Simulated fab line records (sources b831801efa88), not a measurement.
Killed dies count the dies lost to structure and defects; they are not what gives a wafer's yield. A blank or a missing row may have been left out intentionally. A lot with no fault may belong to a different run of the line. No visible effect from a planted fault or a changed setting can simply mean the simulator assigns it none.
Lot-split experiment    flow gf180mcu    23 wafers read across 5 lots, on a route 602 steps long

== ON THE SPLIT ==
At GF_PASSIVATION_CVD_00 (deposits SiO2 from TEOS, target thk 1000 nm, time 111.95 s), the setting time_s was moved away from the recipe's 111.95 s on 5 of the 23 wafers read, by +6.0% to +8.6%. This setting was run at the recipe's value on the other wafers.

Between the split and the reading, the file records no step.

== THE READING ==
At GF_PASSIVATION_THK_MEAS_01: PASSIVATION_CVD_00_THK, given in nm. On this fab line, fault-free wafers typically give 1002 nm with a standard deviation of 13 nm.

wafer   tool, chamber at the split  time_s as run, s  against the recipe  PASSIVATION_CVD_00_THK, nm  against lot-mates on the recipe
L075.1  pecvd-01, 0                 111.95            recipe              1005                        -
L075.2  pecvd-01, 1                 121.6             +8.6%               1088                        +80
L075.3  pecvd-01, 2                 121.6             +8.6%               1088                        +80
L075.5  pecvd-01, 0                 121.6             +8.6%               1098                        +90
L075.6  pecvd-01, 1                 111.95            recipe              1010                        -
L077.1  pecvd-04, 0                 111.95            recipe              1000                        -
L077.2  pecvd-04, 1                 118.7             +6.0%               1050                        +39
L077.4  pecvd-04, 0                 111.95            recipe              1010                        -
L077.5  pecvd-04, 0                 111.95            recipe              1022                        -
L077.6  pecvd-04, 1                 118.7             +6.0%               1084                        +73
L076.1  pecvd-03, 2                 111.95            recipe              986                         -
L076.2  pecvd-03, 1                 111.95            recipe              989                         -
L076.3  pecvd-03, 0                 111.95            recipe              993                         -
L076.4  pecvd-03, 0                 111.95            recipe              994                         -
L076.5  pecvd-03, 2                 111.95            recipe              1001                        -
L082.1  pecvd-03, 1                 111.95            recipe              975                         -
L082.2  pecvd-03, 2                 111.95            recipe              977                         -
L082.5  pecvd-03, 1                 111.95            recipe              998                         -
L084.1  pecvd-03, 2                 111.95            recipe              1017                        -
L084.2  pecvd-03, 1                 111.95            recipe              999                         -
L084.3  pecvd-03, 0                 111.95            recipe              991                         -
L084.5  pecvd-03, 0                 111.95            recipe              1036                        -
L084.6  pecvd-03, 2                 111.95            recipe              1021                        -

THE FIT
A straight line over all 23 wafers: PASSIVATION_CVD_00_THK changes by +10.5 nm for each +1% of time_s; r = +0.92; the points scatter about the line by 15 nm.
The same after taking each lot's own level away (the mean of its wafers on the recipe; 23 wafers): +9.64 nm for each +1%; r = +0.94; scatter 11 nm.
That fit puts the effect of the largest move of time_s on the reading at 83 nm.
The span of the lots' own levels, 983.3 to 1012.8 nm, comes to 2.3 times the standard deviation stated above.
Consequently the slope shifts little with the lot-to-lot level, the two slopes agreeing.
Check: with one of the wafers moved furthest among these (+8.6%) left out of the fit, the line predicts +83.9 nm for it against its lot-mates. It came out at +80.5 nm against them.

== FURTHER SPLITS ON THESE WAFERS ==
Before the reading, these wafers also passed through other splits. Each is held against what the fit with the lots' levels taken away leaves over:
other split on the same wafers     wafers away from the commonest value  r with PASSIVATION_CVD_00_THK (lot level and that fit taken away)
GF_M5_PEB_05 peb_time_s            9                                     +0.29
GF_TOP_METAL_SPUTTER_04 time_s     10                                    -0.21
GF_TOP_METAL_METAL_ETCH_16 time_s  7                                     +0.16

== THE WHOLE CHAIN: every reading that the file lists as answering this split, in the file's order ==
step                        what it does                                                reading                                                                             change (the file's fit)               r (the file's)
GF_PASSIVATION_CVD_00       deposits SiO2 from TEOS, target thk 1000 nm, time 111.95 s  SiO2_of_PASSIVATION_CVD_00.thk_nm (the simulator's own value, which no gauge read)  +9.63 nm for each +1% of the setting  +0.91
GF_PASSIVATION_THK_MEAS_01                                                              PASSIVATION_CVD_00_THK                                                              +9.57 for each +1% of the setting     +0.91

== THE FILE'S OWN FIT ==
PASSIVATION_CVD_00_THK changes by +9.57 nm for each +1% of time_s, r = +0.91.
